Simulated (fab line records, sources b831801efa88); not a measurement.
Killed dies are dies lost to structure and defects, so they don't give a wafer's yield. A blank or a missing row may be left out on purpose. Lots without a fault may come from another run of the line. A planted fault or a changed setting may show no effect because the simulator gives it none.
Which tool did it? | flow sky130 | 6 lots, 18 wafers sampled, at 4 steps of a route of 708

WHAT THE GAUGES READ, wafer by wafer
SKY_VIA1_THK_MEAS_01.
lot  | measured     | on            | VIA1_HDPCVD_THK (nm)
L668 | day 33 16:40 | film_metro-01 | 1027 1024 1027
L675 | day 35 16:11 | film_metro-01 | 1032 1035 1032
L679 | day 37 02:35 | film_metro-01 | 2071 2089 2100
L685 | day 38 17:15 | film_metro-01 | 1044 1028 1039
L687 | day 39 06:08 | film_metro-04 | 1052 1046 1043
L689 | day 40 12:32 | film_metro-04 | 1029 1031 1021

WHICH TOOL RAN EACH LOT (tool, then ch and the chambers of the sampled wafers, then the start)
lot  | SKY_CONTACT_SPUTTER_23       | SKY_METAL1_SPUTTER_01        | SKY_VIA1_HDPCVD_00
L668 | pvd_sputter-03, day 32 10:38 | pvd_sputter-02, day 32 11:18 | hdpcvd-02 ch 0,2, day 33 16:33
L675 | pvd_sputter-04, day 34 11:44 | pvd_sputter-01, day 34 12:25 | hdpcvd-01 ch 1,2, day 35 16:03
L679 | pvd_sputter-04, day 35 22:36 | pvd_sputter-02, day 35 23:17 | hdpcvd-01 ch 0,2, day 37 02:12
L685 | pvd_sputter-02, day 37 15:01 | pvd_sputter-01, day 37 15:41 | hdpcvd-01 ch 0,1, day 38 17:08
L687 | pvd_sputter-04, day 38 03:03 | pvd_sputter-02, day 38 03:44 | hdpcvd-01 ch 0,1,2, day 39 06:02
L689 | pvd_sputter-04, day 39 10:01 | pvd_sputter-01, day 39 10:42 | hdpcvd-01 ch 0,1,2, day 40 12:27
- SKY_CONTACT_SPUTTER_23: material TiN, target thk 20 nm, time 80 s.
- SKY_METAL1_SPUTTER_01: material TiN, target thk 20 nm, time 16.7 s.
- SKY_VIA1_HDPCVD_00: deposits SiO2, target thk 1030 nm, time 171.7 s.

THE ANSWER, worked out from the rows above alone
Rule: what is usual is taken from the lots themselves. Put in order of their means at a reading, lots are off if they are a third of the lots or fewer, leave a main group of 4 or more, and stand apart from it by a gap of 3 or more times the standard deviation of the main group's means; of several such gaps the widest counts. A main group whose means are all the same, to the digits that the tables above print for the reading, isn't used. A lot without any number at a reading at which 4 lots or more have one is off too. The other lots that the step has rows for count as sound.
Off: L679, at SKY_VIA1_THK_MEAS_01 (VIA1_HDPCVD_THK). The main group: mean 1034 nm, standard deviation 7.6.
A tool fits if, at a process step before that reading, it ran every lot that is off, and no sound lot after the first of them. The gauges at SKY_VIA1_THK_MEAS_01 are tried like those tools. None of those tried fits.

WHAT THE SIMULATOR HAD PUT IN
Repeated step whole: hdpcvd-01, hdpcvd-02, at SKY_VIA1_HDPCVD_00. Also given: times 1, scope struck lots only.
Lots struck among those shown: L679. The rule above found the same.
